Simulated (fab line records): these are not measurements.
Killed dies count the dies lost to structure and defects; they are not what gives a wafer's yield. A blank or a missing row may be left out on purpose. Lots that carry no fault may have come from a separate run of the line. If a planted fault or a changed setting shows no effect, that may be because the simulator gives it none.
Matching of chambers | flow gf180mcu | GF_STI_ETCH_14 on rie-si-01: 4 sister chambers
The step etches Si in HBr/Cl2/O2, target depth 360 nm, time 102.9 s. 18 wafers are shown with their chamber, then 9 later ones without.

WAFERS WITH THEIR CHAMBER
wafer  | chamber | drypump-motor-current-A (A) | rf-fwd-power-W (W) | oes-product-au (a.u.)
L257.1 | 3       | 5.85                        | 597.5              | 1.001
L257.4 | 1       | 5.37                        | 595.2              | 0.993
L257.6 | 0       | 6.09                        | 593.1              | 0.994
L258.1 | 1       | 5.39                        | 595.1              | 0.996
L258.3 | 0       | 6.15                        | 594.7              | 1.001
L258.4 | 2       | 5.53                        | 598.0              | 1.003
L259.3 | 2       | 5.56                        | 595.7              | 0.996
L259.4 | 0       | 6.11                        | 595.8              | 0.998
L259.5 | 2       | 5.54                        | 596.4              | 0.991
L270.3 | 0       | 6.12                        | 595.9              | 0.998
L270.4 | 0       | 6.11                        | 597.0              | 0.993
L270.6 | 1       | 5.38                        | 594.2              | 0.983
L272.2 | 1       | 5.40                        | 595.3              | 0.991
L272.4 | 3       | 5.86                        | 596.5              | 1.000
L272.5 | 0       | 6.12                        | 593.2              | 0.990
L274.1 | 1       | 5.36                        | 595.8              | 1.006
L274.2 | 2       | 5.54                        | 598.7              | 1.001
L274.6 | 3       | 5.87                        | 599.3              | 1.002

SIGNATURES (means of the wafers above)
reading                 | chamber 0 | chamber 1 | chamber 2 | chamber 3 | scatter within a chamber
drypump-motor-current-A | 6.1167    | 5.3800    | 5.5425    | 5.8600    | 0.0161
rf-fwd-power-W          | 594.950   | 595.120   | 597.200   | 597.767   | 1.3
oes-product-au          | 0.99567   | 0.99380   | 0.99775   | 1.00100   | 0.00566
Rule: distance of a wafer from a chamber = root of the sum over the readings of ((wafer's reading minus chamber's mean) / reading's scatter) squared. The wafer belongs to the nearest chamber; if the next one is less than 2 further off, it can't be placed. The scatter: the root of (the sum of the squares of (reading less its chamber's mean) over the shown wafers, divided by (wafers less chambers)).

WAFERS WITHOUT THEIR CHAMBER
wafer  | drypump-motor-current-A (A) | rf-fwd-power-W (W) | oes-product-au (a.u.)
L276.1 | 5.55                        | 596.4              | 1.004
L276.4 | 6.14                        | 597.8              | 0.998
L276.6 | 5.86                        | 595.2              | 0.993
L277.1 | 6.16                        | 595.6              | 1.007
L277.2 | 5.53                        | 597.7              | 1.013
L277.3 | 5.87                        | 593.9              | 0.989
L278.1 | 5.88                        | 597.5              | 0.997
L278.3 | 5.38                        | 596.1              | 0.999
L278.4 | 5.87                        | 598.4              | 0.995

WHICH CHAMBER EACH ONE RAN IN
wafer  | from the rows above | in truth
L276.1 | 2                   | 2
L276.4 | 0                   | 0
L276.6 | 3                   | 3
L277.1 | 0                   | 0
L277.2 | 2                   | 2
L277.3 | 3                   | 3
L278.1 | 3                   | 3
L278.3 | 1                   | 1
L278.4 | 3                   | 3
Correct placement for 9 of the 9. Left unplaced by these rows: 0. Wrongly placed: 0.
